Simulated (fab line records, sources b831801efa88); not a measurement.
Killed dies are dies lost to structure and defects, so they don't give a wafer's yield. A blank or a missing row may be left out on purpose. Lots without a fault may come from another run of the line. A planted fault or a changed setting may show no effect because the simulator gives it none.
A struck lot beside a sound one | flow sky130 | 15 steps out of a route of 708
Sound: wafers L742.1, L742.2, L742.3. Struck: wafers L749.1, L749.4, L749.5. The cause comes at the end.
At each step with rows: each side's tool, then ch and its chambers, then its first start. Under that, the readings that differ: sound wafers | struck wafers | difference of the means | sigmas: that difference in standard deviations of wafers without a fault.
alike: readings whose means differ by less than 2 such deviations, and words and numbers that are the same on both sides. not compared: withheld readings, readings that some wafer has no value for, bounds like >300 that may hide the same value, and numbers for which the record gives no deviation and whose values overlap.
The two part at a step that has a row with sigmas, a row that says differs or no value, or rows on one side only. Numbers that don't overlap but have no deviation are shown without sigmas and don't part them. A reading that every wafer of one side lacks parts them only if that side has two wafers or more.

SKY_LDD_HVP_STRIP_09: strips in O2/N2.
  sound on plasma_asher-03 ch 0,1, day 24 22:39; struck on plasma_asher-01 ch 0,1, day 27 01:17
  alike: drypump_motor_current_A, oes_product_au, strip_time_to_endpoint_s
  not compared: rf_hours_counter_h
SKY_LDD_HVP_TW_MEAS_10:
  sound on film_metro-02, day 24 22:45; struck on film_metro-03, day 27 01:23
  alike: LDD_HVP_TW
then, 7 steps without rows for these wafers: SKY_LDD_LDN_DEHYDRATE_00 (time 60 s); SKY_LDD_LDN_HMDS_01 (prime time 60 s); SKY_LDD_LDN_COAT_02 (resist thk 1140 nm); SKY_LDD_LDN_SOFTBAKE_03 (time 60 s); SKY_LDD_LDN_EXPOSE_04 (exposes mask LDNTM, target cd 700 nm); SKY_LDD_LDN_PEB_05; SKY_LDD_LDN_DEVELOP_06 (develop time 60 s).
SKY_LDD_LDN_OVL_MEAS_07:
  sound on overlay-01, day 26 04:29; struck on overlay-02, day 28 06:56
  reading          | sound       | struck         | difference | sigmas
  LDD_LDN_OVL (nm) | 0.4 1.4 1.1 | -1.5 -2.1 -2.2 | -2.9       | -2
then, 2 steps without rows for these wafers: SKY_LDD_LDN_IMPLANT_08; SKY_LDD_LDN_IMPLANT_09.
SKY_LDD_LDN_IMPLANT_10:
  sound on implanter-02 ch 0, day 26 04:50; struck on implanter-01 ch 0, day 28 07:17
  reading                   | sound                | struck               | difference | sigmas
  beam_energy_keV           | 14.996 15.003 14.993 | 14.314 14.316 14.317 | -0.682     | -99 or more
  model.implant.drp_nm (nm) | 5.933 5.933 5.933    | 5.745 5.745 5.745    | -0.188     |
then, 2 steps without rows for these wafers: SKY_LDD_LDN_IMPLANT_11; SKY_PAD_OPEN_PROBE_99.

WHERE THEY PART
First at SKY_LDD_LDN_OVL_MEAS_07; last, within this record, at SKY_LDD_LDN_IMPLANT_10.

WHY: what the simulator had put in
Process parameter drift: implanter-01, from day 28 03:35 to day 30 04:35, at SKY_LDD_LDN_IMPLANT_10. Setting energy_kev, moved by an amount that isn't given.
